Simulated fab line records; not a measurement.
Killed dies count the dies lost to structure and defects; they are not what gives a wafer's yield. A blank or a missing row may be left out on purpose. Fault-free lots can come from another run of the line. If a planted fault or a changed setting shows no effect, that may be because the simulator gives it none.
Comparing a struck lot with a sound one / flow sky130 / 15 out of 708 route steps
Sound: these wafers, L339.2, L339.4, L339.6. Wafers struck: L351.1, L351.3, L351.6. The cause comes at the end.
Each step with rows lists, per side, the tool, then ch with its chambers, then its first start. Under that, the readings that differ: sound wafers / struck wafers / difference of the means / sigmas: that difference in standard deviations of wafers without a fault.
alike: readings whose means differ by less than 2 such deviations, and words and numbers that are the same on both sides. not compared: withheld readings, readings that some wafer has no value for, bounds like >300 that may hide the same value, and numbers for which the record gives no deviation and whose values overlap.
Wherever a step has rows on one side only, a row that says differs or no value, or a row with sigmas, the two part there. Numbers that have no deviation but don't overlap get no sigmas and don't part them. Lack of a reading on every wafer of one side parts them only where that side has two or more wafers.

SKY_SONOS_ONO_THK_MEAS_03:
  struck on film metro-04, day 16 02:20; sound on film metro-04, day 12 00:32
  alike: SONOS_ONO_CVD_02_THK
then, 1 step without rows for these wafers: SKY_SONOS_ONO_CVD_04 (deposits SiO2 from SiH4/N2O, target thk 5.7199 nm).
SKY_SONOS_ONO_THK_MEAS_05:
  struck on film metro-04, day 16 03:39; sound on film metro-01, day 12 01:50
  alike: SONOS_ONO_CVD_04_THK
then, 7 steps without rows for these wafers: SKY_SONOS_ONO_DEHYDRATE_06 (time 60 s); SKY_SONOS_ONO_HMDS_07 (prime time 60 s); SKY_SONOS_ONO_COAT_08 (resist thk 1140 nm); SKY_SONOS_ONO_SOFTBAKE_09 (time 60 s); SKY_SONOS_ONO_EXPOSE_10 (exposes mask ONOM, target cd 410 nm); SKY_SONOS_ONO_PEB_11; SKY_SONOS_ONO_DEVELOP_12 (develop time 60 s).
SKY_SONOS_ONO_CD_MEAS_13: target cd 410 nm.
  struck on cd sem-01, day 17 07:22; sound on cd sem-02, day 13 01:56
  alike: cd nm
SKY_SONOS_ONO_OVL_MEAS_14:
  struck on overlay-02, day 17 07:29; sound on overlay-02, day 13 02:02
  alike: SONOS_ONO_OVL
SKY_SONOS_ONO_ETCH_15: etches the open film in CHF3/O2, target depth 19.52 nm, time 7.8 s.
  sound on rie diel-04 ch 0,1,3, day 13 02:04; struck on rie diel-04 ch 0,1,2, day 17 07:32
reading=bias w (W); sound=199.8 199.5 199.6; struck=190.4 190.2 190.4; difference=-9.3; sigmas=-17
  alike: drypump motor current A, oes product au, throttle valve pct
  not compared: rf hours counter h
then, 1 step without rows for these wafers: SKY_SONOS_ONO_WET_ETCH_16 (etches SiO2 in dHF, target depth 14 nm, time 280 s).
-- record jumps: 32 days separate the struck wafers' starts on either side; left off in module SONOS_ONO, taken up again in module PAD_OPEN, whose first shown step is the route's number 708 --
SKY_PAD_OPEN_PROBE_99:
  struck on prober-01, day 49 00:56; sound on prober-02, day 46 04:02
  alike: killed_at_M0_to_M3, killed_at_M4_up, killed at contacts, killed at front end, killed at other, killed dies, killed open, killed short

== WHERE THEY PART ==
SKY_SONOS_ONO_ETCH_15 only, going by this record. Later steps at which nothing parts them and some readings are alike: SKY_PAD_OPEN_PROBE_99.

WHY: the cause the simulator had injected
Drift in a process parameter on rie diel-04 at SKY_SONOS_ONO_ETCH_15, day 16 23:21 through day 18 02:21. The setting bias w was moved by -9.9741, starting from 200. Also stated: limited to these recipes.
